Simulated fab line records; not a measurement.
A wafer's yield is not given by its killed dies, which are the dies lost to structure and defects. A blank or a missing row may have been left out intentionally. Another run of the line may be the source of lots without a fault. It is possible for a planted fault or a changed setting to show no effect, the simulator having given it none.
Comparing a struck lot with a sound one	flow sky130	43 steps out of a route of 708
Sound: the wafers L643.3, L643.5, L643.6. Struck: wafer L646.1. (L646.2, L646.3 of the same lot were not struck and are left out.) The cause comes at the end.
At each step with rows: each side's tool, then ch and its chambers, then its first start. Under that, the readings that differ: sound wafers	struck wafers	difference of the means	sigmas: that difference in standard deviations of wafers without a fault.
alike: words and numbers the same on both sides, and readings whose means are apart by under 2 such deviations; not compared: readings that were withheld, readings missing a value for some wafer, numbers with overlapping values and no deviation given by the record, and bounds like >300 which may hide the same value.
The two part at a step that has a row with sigmas, a row that says differs or no value, or rows on one side only. When numbers do not overlap yet have no deviation, they are printed without sigmas and do not part them. A reading that every wafer of one side lacks parts them only if that side has two wafers or more.

first, 1 step without rows for these wafers: SKY_LDD_P_IMPLANT_09.
SKY_LDD_P_STRIP_10: strips in O2/N2.
  sound on plasma_asher-04 ch 0,1, day 22 18:17; struck on plasma_asher-03 ch 0, day 24 03:51
reading	sound	struck	difference	sigmas
rf_hours_counter_h (h)	- - -	43	no value on the sound wafers	
  alike: drypump_motor_current_A, o2_flow_sccm, oes_product_au, strip_time_to_endpoint_s
SKY_LDD_P_TW_MEAS_11:
  sound on film_metro-02 at day 22 18:22; struck on film_metro-02 at day 24 03:57
  alike: LDD_P_TW
then, 7 steps without rows for these wafers: SKY_LDD_HVN_DEHYDRATE_00 (time 60 s); SKY_LDD_HVN_HMDS_01 (prime time 60 s); SKY_LDD_HVN_COAT_02 (resist thk 300 nm); SKY_LDD_HVN_SOFTBAKE_03 (time 60 s); SKY_LDD_HVN_EXPOSE_04 (exposes mask HVNTM, target cd 700 nm); SKY_LDD_HVN_PEB_05; SKY_LDD_HVN_DEVELOP_06 (develop time 60 s).
SKY_LDD_HVN_OVL_MEAS_07:
  sound on overlay-01 at day 24 01:20; struck on overlay-01 at day 25 09:26
  alike: LDD_HVN_OVL
then, 1 step without rows for these wafers: SKY_LDD_HVN_IMPLANT_08.
SKY_LDD_HVN_STRIP_09: strips in O2/N2.
  sound on plasma_asher-03 ch 0,1, day 24 01:32; struck on plasma_asher-04 ch 0, day 25 09:38
reading	sound	struck	difference	sigmas
drypump_motor_current_A (A)	5.17 5.14 5.44	5.78	+0.53	+3
rf_hours_counter_h (h)	- - -	15	no value on the sound wafers	
  alike: o2_flow_sccm, oes_product_au, strip_time_to_endpoint_s
SKY_LDD_HVN_TW_MEAS_10:
  sound on film_metro-01 at day 24 01:38; struck on film_metro-01 at day 25 09:44
reading	sound	struck	difference	sigmas
LDD_HVN_TW	1464 1454 1459	1440	-19	-2
then, 7 steps without rows for these wafers: SKY_LDD_HVP_DEHYDRATE_00 (time 60 s); SKY_LDD_HVP_HMDS_01 (prime time 60 s); SKY_LDD_HVP_COAT_02 (resist thk 300 nm); SKY_LDD_HVP_SOFTBAKE_03 (time 60 s); SKY_LDD_HVP_EXPOSE_04 (exposes mask HVPTM, target cd 700 nm); SKY_LDD_HVP_PEB_05; SKY_LDD_HVP_DEVELOP_06 (develop time 60 s).
SKY_LDD_HVP_OVL_MEAS_07:
  sound on overlay-01 at day 25 06:55; struck on overlay-01 at day 26 14:34
  alike: LDD_HVP_OVL
then, 1 step without rows for these wafers: SKY_LDD_HVP_IMPLANT_08.
SKY_LDD_HVP_STRIP_09: strips in O2/N2.
  sound on plasma_asher-02 ch 0,1, day 25 07:08; struck on plasma_asher-03 ch 1, day 26 14:46
reading	sound	struck	difference	sigmas
rf_hours_counter_h (h)	- - -	48	no value on the sound wafers	
  alike: drypump_motor_current_A, o2_flow_sccm, oes_product_au, strip_time_to_endpoint_s
SKY_LDD_HVP_TW_MEAS_10:
  sound on film_metro-03 at day 25 07:13; struck on film_metro-02 at day 26 14:52
  alike: LDD_HVP_TW
then, 7 steps without rows for these wafers: SKY_LDD_LDN_DEHYDRATE_00 (time 60 s); SKY_LDD_LDN_HMDS_01 (prime time 60 s); SKY_LDD_LDN_COAT_02 (resist thk 1140 nm); SKY_LDD_LDN_SOFTBAKE_03 (time 60 s); SKY_LDD_LDN_EXPOSE_04 (exposes mask LDNTM, target cd 700 nm); SKY_LDD_LDN_PEB_05; SKY_LDD_LDN_DEVELOP_06 (develop time 60 s).
SKY_LDD_LDN_OVL_MEAS_07:
  sound on overlay-01 at day 26 12:01; struck on overlay-01 at day 27 19:53
  alike: LDD_LDN_OVL
then, 4 steps without rows for these wafers: SKY_LDD_LDN_IMPLANT_08; SKY_LDD_LDN_IMPLANT_09; SKY_LDD_LDN_IMPLANT_10; SKY_LDD_LDN_IMPLANT_11.
SKY_LDD_LDN_STRIP_12: strips in O2/N2.
  sound on plasma_asher-02 ch 0,1, day 26 12:40; struck on plasma_asher-02 ch 0, day 27 20:32
reading	sound	struck	difference	sigmas
o2_flow_sccm (sccm)	3001 3004 2987	3024	+27	+3
oes_product_au (a.u.)	0.711 0.714 0.717	0.727	+0.013	+3
rf_hours_counter_h (h)	- - -	100	no value on the sound wafers	
  alike: drypump_motor_current_A, strip_time_to_endpoint_s
SKY_LDD_LDN_TW_MEAS_13:
  sound on film_metro-04 at day 26 12:45; struck on film_metro-04 at day 27 20:38
  alike: LDD_LDN_TW
then, 2 steps without rows for these wafers: SKY_LDD_LDN_CLEAN_14 (cleans in SC1/SC2, time 150 s); SKY_SPACER_CVD_00 (deposits Si3N4 from DCS/NH3, target thk 43.1 nm, time 740 s).
SKY_SPACER_THK_MEAS_01:
  sound on film_metro-02 at day 26 15:59; struck on film_metro-03 at day 27 21:57
  alike: SPACER_CVD_00_THK
-- the record jumps here: 21 days lie between the struck wafers' starts before and after (it left off in module SPACER and takes up again in module PAD_OPEN, whose first step shown is number 708 of the route) --
SKY_PAD_OPEN_PROBE_99:
  sound on prober-02 at day 48 12:10; struck on prober-02 at day 49 02:47
reading	sound	struck	difference	sigmas
killed_at_M0_to_M3	36 47 56	24	-22	-3
killed_at_front_end	16 24 21	40	+20	+5
killed_short	36 50 41	28	-14	-2
  alike: killed_at_M4_up, killed_at_contacts, killed_at_other, killed_dies, killed_open

## WHERE THEY PART
Last at SKY_PAD_OPEN_PROBE_99 as far as this record goes, first at SKY_LDD_P_STRIP_10.

WHY: what the simulator had put in
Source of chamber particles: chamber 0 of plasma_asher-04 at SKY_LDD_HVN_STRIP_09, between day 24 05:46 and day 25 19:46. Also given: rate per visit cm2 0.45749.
